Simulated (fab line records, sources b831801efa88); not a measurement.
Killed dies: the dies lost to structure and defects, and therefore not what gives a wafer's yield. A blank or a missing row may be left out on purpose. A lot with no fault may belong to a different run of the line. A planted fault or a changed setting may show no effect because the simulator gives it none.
2 desks, one fault | flow sky130 | what lay behind the numbers comes last; until then each desk has only its own

FOR THE TOOL OWNER'S DESK: rie-si-02
The tool's own readings at SKY_POLY_GATE_ETCH_17 (etches poly-Si in HBr/Cl2, stops on SiO2, target depth 180 nm, time 70.5 s): means of the sampled wafers that have a number, for each lot that ran on this tool. If a lot's mean is further than 4 standard deviations from the usual mean, the lot is out of limits and carries the mark OUT (the distance appears in the brackets).
Columns: A = bias-w at SKY_POLY_GATE_ETCH_17, usual 100.06 W; B = drypump-motor-current-A at SKY_POLY_GATE_ETCH_17, usual 5.6 A; C = oes-product-au at SKY_POLY_GATE_ETCH_17, usual 0.983 a.u.; D = rf-fwd-power-W at SKY_POLY_GATE_ETCH_17, usual 397.3 W; E = throttle-valve-pct at SKY_POLY_GATE_ETCH_17, usual 33.686 %
lot  | first seen here | A               | B   | C     | D     | E
L805 | day 17 14:50    | 100.22          | 5.8 | 0.977 | 398.0 | 33.693
L810 | day 19 03:47    | 99.70           | 5.6 | 0.990 | 397.0 | 33.683
L813 | day 19 19:56    | 96.73 (-11) OUT | 5.6 | 0.985 | 396.2 | 33.689
L816 | day 20 23:15    | 96.30 (-13) OUT | 5.8 | 0.978 | 397.3 | 33.678
L824 | day 23 14:54    | 100.10          | 5.6 | 0.988 | 397.2 | 33.689
L826 | day 24 03:29    | 100.22          | 5.6 | 0.982 | 396.7 | 33.690
L827 | day 24 16:47    | 99.57           | 5.7 | 0.982 | 397.2 | 33.687
This desk finds L813, L816 out of limits, L813 being first, at day 19 19:56 (bias-w at SKY_POLY_GATE_ETCH_17). Within limits: L805, L810, L824, L826, L827.

FROM THE METROLOGY DESK
What the gauges read for every lot (on any tool): the sampled wafers with a number, averaged. If a lot's mean is further than 4 standard deviations from the usual mean, the lot is out of limits and carries the mark OUT (the distance appears in the brackets).
Columns: A = DNWELL_TW at SKY_DNWELL_TW_MEAS_09, usual 1119; B = LOCAL_INTERCONNECT_TIN_THK at SKY_LOCAL_INTERCONNECT_THK_MEAS_02, usual 100.8 nm
lot  | first seen here | A    | B
L805 | day 3 10:28     | 1131 | 100.4
L806 | day 3 15:29     | 1110 | 99.0
L808 | day 4 02:55     | 1119 | 102.0
L810 | day 4 15:38     | 1123 | 101.0
L813 | day 5 05:23     | 1102 | 99.2
L814 | day 5 09:37     | 1106 | 102.0
L816 | day 5 22:06     | 1106 | 101.2
L819 | day 6 13:58     | 1121 | 101.8
L821 | day 7 00:24     | 1118 | 101.2
L824 | day 7 16:49     | 1134 | 101.6
L826 | day 8 02:28     | 1124 | 100.3
L827 | day 8 07:28     | 1123 | 100.5
This desk's verdict: no lot among the 12 shows anything out of limits.

TAKEN TOGETHER
On L813, L816, at day 19 19:56, an alarm was possible from the tool owner's desk.
The metrology desk saw nothing out of limits.
The metrology desk holds a record of L813, L816, inside its limits.
All the named lots went through SKY_POLY_GATE_ETCH_17 on rie-si-02.

WHAT HAD BEEN PUT IN BY THE SIMULATOR
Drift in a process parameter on rie-si-02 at SKY_POLY_GATE_ETCH_17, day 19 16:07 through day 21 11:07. Setting bias-w, moved by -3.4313, from 100. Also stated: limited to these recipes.
Shown lots that were struck: L813, L816.
Each desk's first reading out of limits, in hours after the fault started: the tool owner's desk, 4.
